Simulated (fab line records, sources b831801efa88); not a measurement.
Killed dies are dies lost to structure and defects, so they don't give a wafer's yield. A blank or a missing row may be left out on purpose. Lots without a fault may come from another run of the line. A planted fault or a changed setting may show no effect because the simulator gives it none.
Which tool did it? | flow sky130 | 11 lots, 33 wafers sampled, at 5 steps of a route of 708

WHAT THE GAUGES READ, wafer by wafer
SKY_VT_ADJUST_LVTN_OVL_MEAS_18.
lot  | measured     | on         | VT_ADJUST_LVTN_01_OVL (nm)
L800 | day 8 03:38  | overlay-02 | -2.4 -3.4 -2.3
L801 | day 8 04:47  | overlay-01 | 2.3 0.7 2.8
L802 | day 8 13:20  | overlay-01 | 0.6 0.0 -0.5
L803 | day 8 18:07  | overlay-02 | -1.2 1.7 1.2
L805 | day 9 10:37  | overlay-01 | -0.9 -0.7 -1.8
L809 | day 10 14:46 | overlay-01 | 1.9 0.5 1.5
L810 | day 10 23:52 | overlay-01 | 1.1 1.6 2.3
L812 | day 11 09:38 | overlay-01 | 0.0 1.7 0.7
L817 | day 12 15:55 | overlay-02 | -0.4 -1.2 -1.1
L821 | day 14 03:49 | overlay-01 | 1.7 0.7 2.2
L822 | day 14 09:25 | overlay-02 | -3.0 0.2 -1.1

SKY_VT_ADJUST_NCORE_OVL_MEAS_08.
lot  | measured     | on         | VT_ADJUST_NCORE_OVL (nm)
L800 | day 9 00:25  | overlay-02 | -0.3 -1.1 -0.3
L801 | day 9 01:26  | overlay-02 | -3.2 -1.2 -2.8
L802 | day 9 10:33  | overlay-01 | 0.2 1.7 0.7
L803 | day 9 16:09  | overlay-02 | -1.4 -1.9 -3.2
L805 | day 10 10:11 | overlay-02 | -0.3 -0.4 -2.7
L809 | day 11 13:56 | overlay-02 | -0.1 -0.5 -1.6
L810 | day 11 23:38 | overlay-02 | 2.5 1.3 2.4
L812 | day 12 09:44 | overlay-01 | 1.4 1.8 2.1
L817 | day 13 17:47 | overlay-01 | 0.3 0.0 -2.2
L821 | day 15 05:50 | overlay-02 | -0.5 -0.6 0.5
L822 | day 15 12:11 | overlay-01 | 1.4 -1.0 0.5

SKY_SONOS_ONO_THK_MEAS_01.
lot  | measured     | on            | SONOS_ONO_OXIDATION_THK (nm)
L800 | day 11 23:02 | film_metro-03 | 2.63 2.59 2.59
L801 | day 12 01:45 | film_metro-03 | 2.58 2.64 2.63
L802 | day 12 11:01 | film_metro-04 | 2.50 2.62 2.60
L803 | day 12 17:09 | film_metro-04 | 2.59 2.61 2.54
L805 | day 13 11:53 | film_metro-04 | 2.62 2.63 2.61
L809 | day 15 01:18 | film_metro-01 | 3.76 3.75 3.81 3.81 3.76 3.76
L810 | day 15 06:50 | film_metro-03 | 3.79 3.71 3.76 3.78 3.75 3.74
L812 | day 15 17:10 | film_metro-03 | 3.71 3.72 3.74 3.67 3.69 3.71
L817 | day 17 07:10 | film_metro-04 | 2.64 2.55 2.57
L821 | day 18 22:42 | film_metro-03 | 2.53 2.59 2.57
L822 | day 19 07:56 | film_metro-04 | 2.60 2.58 2.59

WHICH TOOL RAN EACH LOT (tool, then ch and the chambers of the sampled wafers, then the start)
lot  | SKY_VT_ADJUST_HVTP_STRIP_10          | SKY_SONOS_ONO_OXIDATION_00
L800 | plasma_asher-01 ch 0,1, day 6 12:09  | furnace-02 ch 0, day 11 21:40
L801 | plasma_asher-01 ch 0,1, day 6 13:02  | furnace-02 ch 0, day 12 00:25
L802 | plasma_asher-04 ch 0,1, day 6 21:24  | furnace-01 ch 0, day 12 09:38
L803 | plasma_asher-02 ch 0,1, day 7 01:44  | furnace-01 ch 0, day 12 15:49
L805 | plasma_asher-02 ch 0,1, day 7 15:32  | furnace-01 ch 0, day 13 10:32
L809 | plasma_asher-04 ch 0,1, day 8 17:07  | furnace-02 ch 0, day 14 23:57
L810 | plasma_asher-01 ch 0,1, day 9 02:25  | furnace-02 ch 0, day 15 05:29
L812 | plasma_asher-04 ch 0,1, day 9 11:17  | furnace-02 ch 0, day 15 15:48
L817 | plasma_asher-04 ch 0,1, day 10 18:37 | furnace-01 ch 0, day 17 05:49
L821 | plasma_asher-01 ch 0,1, day 12 00:50 | furnace-02 ch 0, day 18 21:20
L822 | plasma_asher-02 ch 0,1, day 12 07:36 | furnace-01 ch 0, day 19 06:35
- SKY_VT_ADJUST_HVTP_STRIP_10: strips in O2/N2.
- SKY_SONOS_ONO_OXIDATION_00: stabilise 600 s, purge 300 s, target thk 2.6 nm.

WHAT THE TOOLS THEMSELVES READ (means of the sampled wafers that have a number; where no wafer has one, the mark that the record gives instead)
SKY_VT_ADJUST_HVTP_STRIP_10.
lot  | tool            | drypump_motor_current_A (A) | n2_flow_sccm (sccm) | oes_product_au (a.u.) | strip_time_to_endpoint_s (s)
L800 | plasma_asher-01 | 5.1                         | 300.3               | 0.716                 | 14.01
L801 | plasma_asher-01 | 5.1                         | 300.1               | 0.715                 | 14.02
L802 | plasma_asher-04 | 6.5                         | 300.0               | 0.715                 | 14.05
L803 | plasma_asher-02 | 5.9                         | 300.3               | 0.718                 | 14.05
L805 | plasma_asher-02 | 5.9                         | 300.5               | 0.713                 | 14.12
L809 | plasma_asher-04 | 6.5                         | 299.9               | 0.716                 | 14.11
L810 | plasma_asher-01 | 5.1                         | 300.4               | 0.717                 | 14.10
L812 | plasma_asher-04 | 6.3                         | 300.6               | 0.720                 | 14.07
L817 | plasma_asher-04 | 6.2                         | 300.2               | 0.719                 | 14.10
L821 | plasma_asher-01 | 5.3                         | 299.9               | 0.716                 | 14.03
L822 | plasma_asher-02 | 5.9                         | 299.9               | 0.717                 | 14.03

SKY_SONOS_ONO_OXIDATION_00.
lot  | tool       | spike_tc_bottom_C (C) | spike_tc_centre_C (C) | spike_tc_lower_C (C) | spike_tc_top_C (C) | spike_tc_upper_C (C) | tube_center_temp_C (C) | tube_center_temp_C_max | zone_power_centre_pct (%)
L800 | furnace-02 | 819.7                 | 797.7                 | 799.9                | 806.2              | 800.1                | 800                    | 802.1                  | 15.40
L801 | furnace-02 | 821.3                 | 798.4                 | 800.5                | 805.4              | 799.8                | 800                    | 802.2                  | 15.54
L802 | furnace-01 | 824.0                 | 800.3                 | 801.9                | 811.8              | 802.6                | 800                    | 802.1                  | 14.99
L803 | furnace-01 | 824.5                 | 801.0                 | 801.6                | 811.2              | 803.5                | 800                    | 802.2                  | 14.95
L805 | furnace-01 | 822.9                 | 800.6                 | 801.2                | 811.6              | 802.8                | 800                    | 802.2                  | 15.02
L809 | furnace-02 | 846.6                 | 824.8                 | 826.7                | 832.4              | 826.3                | 827                    | 828.6                  | 16.64
L810 | furnace-02 | 846.0                 | 824.8                 | 826.6                | 831.9              | 827.3                | 827                    | 828.7                  | 16.70
L812 | furnace-02 | 847.0                 | 823.2                 | 827.1                | 832.0              | 826.8                | 827                    | 828.7                  | 16.74
L817 | furnace-01 | 824.0                 | 801.2                 | 800.8                | 810.8              | 802.9                | 800                    | 802.0                  | 14.99
L821 | furnace-02 | 820.6                 | 798.1                 | 801.2                | 806.5              | 800.7                | 800                    | 802.1                  | 15.66
L822 | furnace-01 | 824.2                 | 800.0                 | 799.7                | 811.9              | 803.0                | 800                    | 802.3                  | 15.02

THE ANSWER, worked out from the rows above alone
Rule: what is usual is taken from the lots themselves. Put in order of their means at a reading, lots are off if they are a third of the lots or fewer, leave a main group of 4 or more, and stand apart from it by a gap of 3 or more times the standard deviation of the main group's means; of several such gaps the widest counts. A main group whose means are all the same, to the digits that the tables above print for the reading, isn't used. A lot without any number at a reading at which 4 lots or more have one is off too. The other lots that the step has rows for count as sound. The gauges are gone through in route order, then the tools' own readings, and for those a lot's mean is taken as printed above. The first step at which some lot is off is used, and at that step the reading that is off furthest; a lot without a number counts as furthest.
Off: L809, L810, L812, at SKY_SONOS_ONO_THK_MEAS_01 (SONOS_ONO_OXIDATION_THK). The main group: mean 2.59 nm, standard deviation 0.019.
A tool fits if, at a process step before that reading, it ran every lot that is off, and no sound lot after the first of them. The gauges at SKY_SONOS_ONO_THK_MEAS_01 aren't tried: what is off there is off at SKY_SONOS_ONO_OXIDATION_00 too, on other tools, and a gauge's error can't cause that. None of those tried fits.

WHAT THE SIMULATOR HAD PUT IN
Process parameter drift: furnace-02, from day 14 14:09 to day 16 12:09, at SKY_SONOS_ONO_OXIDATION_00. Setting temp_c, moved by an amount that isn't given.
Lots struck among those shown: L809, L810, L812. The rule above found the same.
